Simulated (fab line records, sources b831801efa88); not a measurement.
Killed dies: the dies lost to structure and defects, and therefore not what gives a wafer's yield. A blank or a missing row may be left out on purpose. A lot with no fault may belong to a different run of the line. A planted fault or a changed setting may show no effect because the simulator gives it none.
fab line records	flow gf180mcu
record: lots: 5	wafers: 23
route steps=602 shown SAB@264 CONTACT@291 M1@319 M2@364 V2@393
start-h: start of the lot's first displayed wafer, in hours after the record's first day	wait-h: hours elapsed since this lot's preceding step	" repeats the value in the row above	L1.1+2: one row covering several wafers at once	- value missing, or start not given	* or withheld: withheld	< > ~ a bound
route shown NAME@n: NAME is a module with steps in the file, n the number in the route of the first one	usual: mean/standard deviation taken from wafers without a fault	same: alike in all rows	chamber/n: place in a boat	sites: readings site by site	_std_site: the standard deviation of these	_edge_site: the outer-site mean with the inner-site mean subtracted	radius-mm: for every site, how far away it sits from the centre of the wafer	mask NAME#n: copy n	behind: the tool/chamber that last shaped the wafer	hold: why the lot went on hold/how many hours it stayed there/how the hold came to an end	device: the transistor (n, p or np) that didn't switch	end of line: tests of these same wafers at the route's end	for a step that has no rows: nothing shown but its recipe	killed: dies that structure and defects cost at the first sort, which is not the same as the wafer's yield	map: a wafer's dies, x killed, . not, _ none there
set.NAME: the run value of the setting; set.NAME@STEP: its run value at that earlier step	model.NAME: the simulator's own value behind a step, which no gauge read
one table per step and one row per wafer, for lots whose settings were changed on purpose
== steps ==
step: GF_SAB_CVD_00
recipe: material: SiO2	target-thk-nm: 50	precursor: TEOS	temp-c: 400	time-s: 4.9302	rf-w: 600
lot.wafer	tool	chamber	start-h	wait-h	set.time-s	model.SiO2_of_SAB_CVD_00.thk-nm
L075.1	pecvd-03	2	329.16	0.1	4.9302	48.85
L075.2	"	1	"	"	4.9302	49.15
L075.3	"	0	"	"	4.9302	49.22
L075.5	"	2	"	"	4.9302	50.34
L075.6	"	0	"	"	4.9302	50.4
L077.2	pecvd-03	2	342.44	0.1	4.706	48.2
L077.3	"	0	"	"	4.9302	49.88
L077.4	"	1	"	"	4.706	48.83
L077.5	"	0	"	"	4.706	48.42
L077.6	"	2	"	"	4.9302	51.05
L080.1	pecvd-04	1	369.02	0.1	4.9302	49.06
L080.3	"	0	"	"	4.9302	48.81
L080.6	"	1	"	"	4.9302	49.94
L082.1	pecvd-04	0	382.25	0.1	4.9302	49.43
L082.2	"	2	"	"	4.9302	49.62
L082.3	"	1	"	"	4.251	42.68
L082.5	"	2	"	"	4.251	43.18
L082.6	"	0	"	"	4.9302	50.51
L085.1	pecvd-01	1	412.82	0.1	4.9302	48.84
L085.2	"	2	"	"	5.24	52.37
L085.3	"	1	"	"	4.9302	49.81
L085.5	"	2	"	"	4.9302	49.46
L085.6	"	1	"	"	5.24	52.83
step: GF_SAB_THK_MEAS_01
recipe: reads: SiO2_of_SAB_CVD_00
usual: SAB_CVD_00_THK: 49.9/0.66
lot.wafer	tool	chamber	start-h	wait-h	set.time-s@SAB_CVD_00	SAB_CVD_00_THK[nm]
L075.1	film-metro-03	-	329.18	0.0	4.9302	48.8
L075.2	"	-	"	"	4.9302	49.1
L075.3	"	-	"	"	4.9302	49.2
L075.5	"	-	"	"	4.9302	50.3
L075.6	"	-	"	"	4.9302	50.4
L077.2	film-metro-01	-	342.47	0.0	4.706	48.2
L077.3	"	-	"	"	4.9302	49.9
L077.4	"	-	"	"	4.706	48.8
L077.5	"	-	"	"	4.706	48.4
L077.6	"	-	"	"	4.9302	51.1
L080.1	film-metro-01	-	369.04	0.0	4.9302	49.0
L080.3	"	-	"	"	4.9302	48.8
L080.6	"	-	"	"	4.9302	49.9
L082.1	film-metro-03	-	382.27	0.0	4.9302	49.4
L082.2	"	-	"	"	4.9302	49.6
L082.3	"	-	"	"	4.251	42.6
L082.5	"	-	"	"	4.251	43.2
L082.6	"	-	"	"	4.9302	50.5
L085.1	film-metro-01	-	412.85	0.0	4.9302	48.9
L085.2	"	-	"	"	5.24	52.4
L085.3	"	-	"	"	4.9302	49.8
L085.5	"	-	"	"	4.9302	49.4
L085.6	"	-	"	"	5.24	52.8
step: GF_SAB_ETCH_11
recipe: chemistry: C4F8/O2/Ar	mask-material: NOVOLAK	target: SiO2	target-depth-nm: 55	source-w: 1500	bias-w: 1200	pressure-mtorr: 40	c4f8-flow-sccm: withheld	O2_flow_sccm: 6	Ar_flow_sccm: 300	time-s: 8.5
usual: oes-product-au: 1.001/0.0088
lot.wafer	tool	chamber	start-h	wait-h	set.source-w	set.o2-flow-sccm@HV_LDD_STRIP_49	oes-product-au	model.etch.depth-nm	model.SAB.feature-depth-nm
L075.1	rie-diel-03	0	349.99	0.0	1560	2697	1.019	-	56.55
L075.2	"	3	"	"	1560	3000	1.012	-	56.57
L075.3	"	2	"	"	1500	2697	1.000	-	55.35
L075.5	"	0	"	"	1560	3000	1.011	-	56.68
L075.6	"	3	"	"	1500	3000	1.012	-	56.16
L077.2	rie-diel-04	0	364.04	0.0	1500	3000	1.011	54.9	54.9
L077.3	"	1	"	"	1500	3000	0.999	-	54.96
L077.4	"	3	"	"	1500	3000	0.993	-	54.53
L077.5	"	3	"	"	1650	3000	1.027	-	57.04
L077.6	"	2	"	"	1650	3000	1.031	-	57.11
L080.1	rie-diel-03	3	391.79	0.0	1500	3000	1.008	55.71	55.71
L080.3	"	0	"	"	1500	3000	1.013	55.75	55.75
L080.6	"	0	"	"	1500	3000	1.007	55.69	55.69
L082.1	rie-diel-03	1	404.67	0.0	1500	2884	1.016	56.27	56.27
L082.2	"	3	"	"	1500	3000	1.014	-	56.04
L082.3	"	0	"	"	1349	2884	0.983	-	53.51
L082.5	"	3	"	"	1349	3000	0.975	53.09	53.09
L082.6	"	2	"	"	1349	3000	0.967	-	52.68
L085.1	rie-diel-02	3	436.94	0.0	1500	3000	0.994	-	54.65
L085.2	"	1	"	"	1379	3000	0.997	54.04	54.04
L085.3	"	2	"	"	1379	3268	0.989	-	53.97
L085.5	"	2	"	"	1500	3000	1.014	-	56.22
L085.6	"	3	"	"	1379	3268	0.977	52.65	52.65
step: GF_CONTACT_CMP_04
recipe: material: SiO2	down-force-psi: 4	platen-rpm: 60	pad-velocity-m-s: 0.94248
lot.wafer	tool	chamber	start-h	wait-h	set.leave-above-ref-nm	model.SiO2_of_CONTACT_CVD_02.thk-nm
L075.3	cmp-02	0	351.09	0.0	574.7	574.1
L075.2	"	1	"	"	560	559.4
L075.1	"	2	"	"	560	557.1
L075.5	"	0	"	"	574.7	575.1
L075.6	"	1	"	"	574.7	573.3
L077.4	cmp-01	3	365.14	0.0	560	559.9
L077.2	"	0	"	"	537.9	540.8
L077.3	"	1	"	"	560	559.8
L077.5	"	3	"	"	560	561.2
L077.6	"	0	"	"	537.9	539.9
L080.3	cmp-01	2	392.90	0.0	560	559.7
L080.1	"	0	"	"	560	562.1
L080.6	"	3	"	"	560	560.4
L082.1	cmp-02	2	408.80	3.1	578.7	577.5
L082.3	"	3	"	"	578.7	578.3
L082.2	"	1	"	"	560	559.2
L082.5	"	2	"	"	578.7	578
L082.6	"	3	"	"	560	560
L085.3	cmp-02	1	438.04	0.0	560	560.7
L085.1	"	2	"	"	532	532
L085.2	"	0	"	"	560	562.2
L085.5	"	1	"	"	560	561.1
L085.6	"	2	"	"	532	532.4
step: GF_M1_SPUTTER_04
recipe: material: TiN	target-thk-nm: 50	power-w: 6500	time-s: 41.7	chamber-pressure-pa: 0.4
lot.wafer	tool	chamber	start-h	wait-h	set.power-w	model.TiN_of_M1_SPUTTER_04.thk-nm
L075.1	pvd-sputter-01	-	375.41	0.0	6972	53.81
L075.2	"	-	"	"	6972	53.65
L075.3	"	-	"	"	6500	50.72
L075.5	"	-	"	"	6972	54.95
L075.6	"	-	"	"	6500	50.29
L077.2	pvd-sputter-02	-	389.92	0.0	6500	49.8
L077.3	"	-	"	"	6500	49.73
L077.4	"	-	"	"	6500	50.11
L077.5	"	-	"	"	5814	44.69
L077.6	"	-	"	"	5814	44.51
L080.1	pvd-sputter-02	-	417.53	0.0	6500	50.52
L080.3	"	-	"	"	6500	50.33
L080.6	"	-	"	"	6500	50.76
L082.1	pvd-sputter-01	-	434.21	0.0	6500	50.97
L082.2	"	-	"	"	6934	53.85
L082.3	"	-	"	"	6934	53.22
L082.5	"	-	"	"	6500	49.8
L082.6	"	-	"	"	6934	54.47
L085.1	pvd-sputter-02	-	464.43	0.0	5776	43.97
L085.2	"	-	"	"	6500	49.35
L085.3	"	-	"	"	5776	43.89
L085.5	"	-	"	"	5776	43.92
L085.6	"	-	"	"	6500	49.45
step: GF_M2_SPUTTER_02
recipe: material: AlCu	target-thk-nm: 450	power-w: 10600	time-s: 23.9	chamber-pressure-pa: 0.4
lot.wafer	tool	chamber	start-h	wait-h	set.power-w	model.AlCu_of_M2_SPUTTER_02.thk-nm
L075.1	pvd-sputter-04	-	423.62	0.0	10600	443.1
L075.2	"	-	"	"	11840	501.5
L075.3	"	-	"	"	11840	499.2
L075.5	"	-	"	"	10600	445
L075.6	"	-	"	"	11840	494
L077.2	pvd-sputter-04	-	440.12	0.0	10600	447.7
L077.3	"	-	"	"	10100	434.1
L077.4	"	-	"	"	10100	423.3
L077.5	"	-	"	"	10600	452
L077.6	"	-	"	"	10600	445.4
L080.1	pvd-sputter-03	-	469.64	0.0	10600	450.5
L080.3	"	-	"	"	10600	450
L080.6	"	-	"	"	10600	452.4
L082.1	pvd-sputter-03	-	485.82	0.0	10600	448
L082.2	"	-	"	"	10600	449.4
L082.3	"	-	"	"	10600	448.8
L082.5	"	-	"	"	10600	444.4
L082.6	"	-	"	"	10600	447.3
L085.1	pvd-sputter-03	-	515.18	0.0	11810	506.3
L085.2	"	-	"	"	10600	456
L085.3	"	-	"	"	11810	509.6
L085.5	"	-	"	"	10600	457.1
L085.6	"	-	"	"	10600	452.9
step: GF_M2_SPUTTER_03
recipe: material: Ti	target-thk-nm: 10	substrate-temp-c: 300	chamber-pressure-pa: 0.3	power-w: 3000	time-s: 6.7
step: GF_M2_SPUTTER_04
recipe: material: TiN	target-thk-nm: 50	power-w: 6500	time-s: 41.7	chamber-pressure-pa: 0.4
step: GF_M2_RS_MEAS_05
recipe: thk-meas-gauge: four-point-probe	reads: TiN_of_M2_SPUTTER_04+Ti_of_M2_SPUTTER_03+AlCu_of_M2_SPUTTER_02+TiN_of_M2_SPUTTER_01+Ti_of_M2_SPUTTER_00
usual: M2_ALCU_RS: 0.0697/0.0009
lot.wafer	tool	chamber	start-h	wait-h	set.power-w@M2_SPUTTER_02	M2_ALCU_RS[ohm/sq]
L075.1	film-metro-02	-	423.71	0.0	10600	0.0704
L075.2	"	-	"	"	11840	0.0624
L075.3	"	-	"	"	11840	0.0626
L075.5	"	-	"	"	10600	0.0704
L075.6	"	-	"	"	11840	0.0634
L077.2	film-metro-02	-	440.23	0.0	10600	0.0700
L077.3	"	-	"	"	10100	0.0721
L077.4	"	-	"	"	10100	0.0741
L077.5	"	-	"	"	10600	0.0693
L077.6	"	-	"	"	10600	0.0705
L080.1	film-metro-03	-	469.73	0.0	10600	0.0694
L080.3	"	-	"	"	10600	0.0694
L080.6	"	-	"	"	10600	0.0690
L082.1	film-metro-02	-	485.91	0.0	10600	0.0698
L082.2	"	-	"	"	10600	0.0697
L082.3	"	-	"	"	10600	0.0696
L082.5	"	-	"	"	10600	0.0704
L082.6	"	-	"	"	10600	0.0699
L085.1	film-metro-03	-	515.27	0.0	11810	0.0618
L085.2	"	-	"	"	10600	0.0686
L085.3	"	-	"	"	11810	0.0614
L085.5	"	-	"	"	10600	0.0685
L085.6	"	-	"	"	10600	0.0692
step: GF_M2_THK_MEAS_06
recipe: thk-meas-gauge: xrf	reads: AlCu_of_M2_SPUTTER_02
usual: M2_ALCU_THK: 452/7.1
lot.wafer	tool	chamber	start-h	wait-h	set.power-w@M2_SPUTTER_02	M2_ALCU_THK[nm]
L075.1	film-metro-02	-	423.83	0.1	10600	443
L075.2	"	-	"	"	11840	503
L075.3	"	-	"	"	11840	500
L075.5	"	-	"	"	10600	446
L075.6	"	-	"	"	11840	495
L077.2	film-metro-02	-	440.34	0.1	10600	449
L077.3	"	-	"	"	10100	437
L077.4	"	-	"	"	10100	426
L077.5	"	-	"	"	10600	453
L077.6	"	-	"	"	10600	446
L080.1	film-metro-03	-	469.85	0.1	10600	454
L080.3	"	-	"	"	10600	456
L080.6	"	-	"	"	10600	456
L082.1	film-metro-02	-	486.03	0.1	10600	450
L082.2	"	-	"	"	10600	452
L082.3	"	-	"	"	10600	451
L082.5	"	-	"	"	10600	445
L082.6	"	-	"	"	10600	448
L085.1	film-metro-03	-	515.39	0.1	11810	512
L085.2	"	-	"	"	10600	463
L085.3	"	-	"	"	11810	519
L085.5	"	-	"	"	10600	464
L085.6	"	-	"	"	10600	458
step: GF_M2_METAL_ETCH_16
recipe: chemistry: Cl2/BCl3	mask-material: KrF	target-depth-nm: 627.5	stop-on: SiO2	pressure-mtorr: 8	icp-w: 800	bias-w: 140	Cl2_flow_sccm: 80	bcl3-flow-sccm: 40	time-s: 104.6
lot.wafer	tool	chamber	start-h	wait-h	set.time-s	model.KrF_of_M2_COAT_09.thk-nm
L075.1	rie-metal-01	1	448.12	0.0	104.6	729.4
L075.2+6	"	0	"	"	119.3	-
L075.3	"	1	"	"	104.6	-
L075.5	"	1	"	"	104.6	730.1
L077.2	rie-metal-04	1	465.14	0.0	104.6	728.2
L077.3	"	1	"	"	115.2	699.2
L077.4	"	0	"	"	104.6	725.4
L077.5	"	1	"	"	115.2	700
L077.6	"	0	"	"	104.6	730.2
L080.1	rie-metal-04	1	493.67	0.0	104.6	729.1
L080.3	"	1	"	"	104.6	726.9
L080.6	"	1	"	"	104.6	734.3
L082.1	rie-metal-04	1	509.34	0.0	116.5	705.1
L082.2	"	1	"	"	104.6	731.5
L082.3	"	1	"	"	104.6	735
L082.5	"	1	"	"	116.5	707.3
L082.6	"	1	"	"	116.5	702.8
L085.1	rie-metal-04	0	537.49	0.0	117.9	-
L085.2	"	1	"	"	104.6	725.2
L085.3	"	0	"	"	104.6	-
L085.5	"	1	"	"	117.9	689.3
L085.6	"	0	"	"	117.9	693.4
step: GF_M2_STRIP_17
recipe: chemistry: O2/N2	power-w: 1400	pressure-mtorr: 1500	platen-temp-c: 250	o2-flow-sccm: 3000	n2-flow-sccm: 300	overash-fraction: 0.5
usual: oes-product-au: 0.556/0.0046	strip-time-to-endpoint-s: 7.83/0.041
lot.wafer	tool	chamber	start-h	wait-h	set.time-s@M2_METAL_ETCH_16	oes-product-au	strip-time-to-endpoint-s
L075.1	plasma-asher-03	0	448.23	0.1	104.6	0.550	7.81
L075.2	"	1	"	"	119.3	0.545	7.50
L075.3	"	0	"	"	104.6	0.552	7.83
L075.5	"	1	"	"	104.6	0.559	7.82
L075.6	"	0	"	"	119.3	0.540	7.56
L077.2	plasma-asher-03	0	465.25	0.1	104.6	0.552	7.80
L077.3	"	1	"	"	115.2	0.546	7.53
L077.4	"	0	"	"	104.6	0.555	7.78
L077.5	"	0	"	"	115.2	0.543	7.55
L077.6	"	1	"	"	104.6	0.550	7.83
L080.1	plasma-asher-03	0	493.89	0.2	104.6	0.554	7.82
L080.3	"	0	"	"	104.6	0.549	7.79
L080.6	"	1	"	"	104.6	0.560	7.87
L082.1	plasma-asher-04	0	509.56	0.2	116.5	0.544	7.59
L082.2	"	1	"	"	104.6	0.556	7.84
L082.3	"	0	"	"	104.6	0.550	7.88
L082.5	"	0	"	"	116.5	0.543	7.61
L082.6	"	1	"	"	116.5	0.546	7.57
L085.1	plasma-asher-04	0	537.60	0.1	117.9	0.545	7.48
L085.2	"	1	"	"	104.6	0.556	7.77
L085.3	"	0	"	"	104.6	0.557	7.76
L085.5	"	0	"	"	117.9	0.547	7.42
L085.6	"	1	"	"	117.9	0.543	7.46
step: GF_V2_EXPOSE_11
recipe: mask-id: Via2	target-cd-nm: 260	na: 0.68	source-shape: conventional	sigma-outer: 0.6	dose-mj: 38
lot.wafer	tool	chamber	start-h	wait-h	mask	set.dose-mj
L075.1+2+3+5+6	krf-scanner-01	0	-	-	Via2#0	38
L077.2+4	krf-scanner-02	0	-	-	Via2#0	38
L077.3+5+6	"	0	"	"	Via2#0	39.35
L080.1+3+6	krf-scanner-02	0	-	-	Via2#0	38
L082.1+2+6	krf-scanner-01	0	-	-	Via2#0	38
L082.3+5	"	0	"	"	Via2#0	39.67
L085.1+6	krf-scanner-02	0	-	-	Via2#0	38
L085.2+3+5	"	0	"	"	Via2#0	38.85
step: GF_V2_PEB_12
recipe: peb-temp-c: 135.8	peb-time-s: 90	resist: KrF
step: GF_V2_DEVELOP_13
recipe: develop-time-s: 60	resist: KrF	dev-temp-c: 21
step: GF_V2_CD_MEAS_14
recipe: target-cd-nm: 260
usual: cd-nm: 260.1/1.3
lot.wafer	tool	chamber	start-h	wait-h	set.dose-mj@V2_EXPOSE_11	cd-nm
L075.1	cd-sem-01	-	473.73	0.1	38	260.3
L075.2	"	-	"	"	38	260.1
L075.3	"	-	"	"	38	259.6
L075.5	"	-	"	"	38	260.1
L075.6	"	-	"	"	38	261.0
L077.2	cd-sem-01	-	491.00	0.1	38	259.3
L077.3	"	-	"	"	39.35	264.7
L077.4	"	-	"	"	38	260.4
L077.5	"	-	"	"	39.35	265.4
L077.6	"	-	"	"	39.35	264.0
L080.1	cd-sem-02	-	518.13	0.1	38	260.9
L080.3	"	-	"	"	38	259.7
L080.6	"	-	"	"	38	261.5
L082.1	cd-sem-01	-	533.68	0.1	38	259.4
L082.2	"	-	"	"	38	258.5
L082.3	"	-	"	"	39.67	265.4
L082.5	"	-	"	"	39.67	264.9
L082.6	"	-	"	"	38	259.5
L085.1	cd-sem-01	-	560.63	0.2	38	261.8
L085.2	"	-	"	"	38.85	263.5
L085.3	"	-	"	"	38.85	265.3
L085.5	"	-	"	"	38.85	265.2
L085.6	"	-	"	"	38	263.2
step: GF_V2_ETCH_16
recipe: chemistry: N2/H2	target-depth-a: withheld	overetch-a: withheld	time-s: withheld	target: BARC	ion-energy-ev: 200	source-w: 500	bias-w: 100	pressure-mtorr: 30	n2-flow-sccm: 100	h2-flow-sccm: 200
lot.wafer	tool	chamber	start-h	wait-h	set.ion-energy-ev	set.dose-mj@V2_EXPOSE_11	model.V2.cd-nm
L075.1	rie-diel-04	0	473.89	0.0	200	38	260.3
L075.2	"	2	"	"	200	38	260.8
L075.3	"	3	"	"	200	38	260
L075.5	"	2	"	"	200	38	261.4
L075.6	"	3	"	"	200	38	262.1
L077.2	rie-diel-01	2	491.14	0.0	207	38	259
L077.3	"	3	"	"	207	39.35	264
L077.4	"	0	"	"	207	38	260.1
L077.5	"	1	"	"	200	39.35	265
L077.6	"	0	"	"	200	39.35	264.6
L080.1	rie-diel-01	2	518.29	0.0	200	38	260.7
L080.3	"	3	"	"	200	38	259.9
L080.6	"	1	"	"	200	38	261.4
L082.1	rie-diel-04	0	533.84	0.0	212.2	38	259.5
L082.2	"	2	"	"	200	38	259.1
L082.3	"	1	"	"	212.2	39.67	266.1
L082.5	"	2	"	"	200	39.67	265.3
L082.6	"	3	"	"	200	38	260.3
L085.1	rie-diel-04	1	560.79	0.0	187.5	38	261.6
L085.2	"	2	"	"	187.5	38.85	263.8
L085.3	"	0	"	"	200	38.85	264.4
L085.5	"	1	"	"	187.5	38.85	265.1
L085.6	"	0	"	"	200	38	262.4
step: GF_V2_ETCH_17
recipe: chemistry: C4F8/O2/Ar	mask-material: KrF	target: SiO2	stop-on: TiN	source-w: 1500	bias-w: 1200	pressure-mtorr: 40	c4f8-flow-sccm: withheld	O2_flow_sccm: 6	Ar_flow_sccm: 300	time-s: withheld	target-depth-a: 6300
lot.wafer	tool	chamber	start-h	wait-h	set.dose-mj@V2_EXPOSE_11	model.V2.cd-nm
L075.1	rie-diel-04	0	-	-	38	260.5
L075.2	"	2	"	"	38	260.4
L075.3	"	3	"	"	38	259.6
L075.5	"	2	"	"	38	261.1
L075.6	"	3	"	"	38	261.8
L077.2	rie-diel-01	2	-	-	38	259.5
L077.3	"	3	"	"	39.35	264
L077.4	"	0	"	"	38	260.3
L077.5	"	1	"	"	39.35	265.1
L077.6	"	0	"	"	39.35	264.5
L080.1	rie-diel-01	2	-	-	38	261
L080.3	"	3	"	"	38	260.1
L080.6	"	1	"	"	38	261.3
L082.1	rie-diel-04	0	-	-	38	259.5
L082.2	"	2	"	"	38	259
L082.3	"	1	"	"	39.67	265.4
L082.5	"	2	"	"	39.67	265.1
L082.6	"	3	"	"	38	260.1
L085.1	rie-diel-04	1	-	-	38	261.2
L085.2	"	2	"	"	38.85	263.4
L085.3	"	0	"	"	38.85	264.9
L085.5	"	1	"	"	38.85	264.8
L085.6	"	0	"	"	38	262.8
== key ==
split: step: GF_SAB_CVD_00	setting: time-s	stated: 4.9302	by: wafer
response: step: GF_SAB_CVD_00	reading: model.SiO2_of_SAB_CVD_00.thk-nm	change: +0.499	per: 1%	r: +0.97
response: step: GF_SAB_THK_MEAS_01	reading: SAB_CVD_00_THK	change: +0.498	per: 1%	r: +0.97
split: step: GF_SAB_ETCH_11	setting: source-w	stated: 1500	by: wafer
response: step: GF_SAB_ETCH_11	reading: oes-product-au	change: +0.00298	per: 1%	r: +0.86
response: step: GF_SAB_ETCH_11	reading: model.SAB.feature-depth-nm	change: +0.255	per: 1%	r: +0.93
split: step: GF_CONTACT_CMP_04	setting: leave-above-ref-nm	stated: 560	by: wafer
response: step: GF_CONTACT_CMP_04	reading: model.SiO2_of_CONTACT_CVD_02.thk-nm	change: +5.59	per: 1%	r: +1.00
split: step: GF_M1_SPUTTER_04	setting: power-w	stated: 6500	by: wafer
response: step: GF_M1_SPUTTER_04	reading: model.TiN_of_M1_SPUTTER_04.thk-nm	change: +0.499	per: 1%	r: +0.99
split: step: GF_M2_SPUTTER_02	setting: power-w	stated: 10600	by: wafer
response: step: GF_M2_SPUTTER_02	reading: model.AlCu_of_M2_SPUTTER_02.thk-nm	change: +4.59	per: 1%	r: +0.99
response: step: GF_M2_RS_MEAS_05	reading: M2_ALCU_RS	change: -0.000644	per: 1%	r: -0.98
response: step: GF_M2_THK_MEAS_06	reading: M2_ALCU_THK	change: +4.63	per: 1%	r: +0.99
split: step: GF_M2_METAL_ETCH_16	setting: time-s	stated: 104.6	by: wafer
response: step: GF_M2_METAL_ETCH_16	reading: model.KrF_of_M2_COAT_09.thk-nm	change: -2.63	per: 1%	r: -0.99
response: step: GF_M2_STRIP_17	reading: oes-product-au	change: -0.000831	per: 1%	r: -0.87
response: step: GF_M2_STRIP_17	reading: strip-time-to-endpoint-s	change: *	per: 1%	r: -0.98
split: step: GF_V2_EXPOSE_11	setting: dose-mj	stated: 38	by: wafer
response: step: GF_V2_CD_MEAS_14	reading: cd-nm	change: +1.31	per: 1%	r: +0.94
response: step: GF_V2_ETCH_16	reading: model.V2.cd-nm	change: +1.35	per: 1%	r: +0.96
response: step: GF_V2_ETCH_17	reading: model.V2.cd-nm	change: +1.26	per: 1%	r: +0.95
split: step: GF_V2_ETCH_16	setting: ion-energy-ev	stated: 200	by: wafer
response none clear
split outside-this-file step=GF_HV_LDD_STRIP_49 setting=o2-flow-sccm
split outside-this-file: this setting was split too, and the file shows its column; the key of that split is in another file
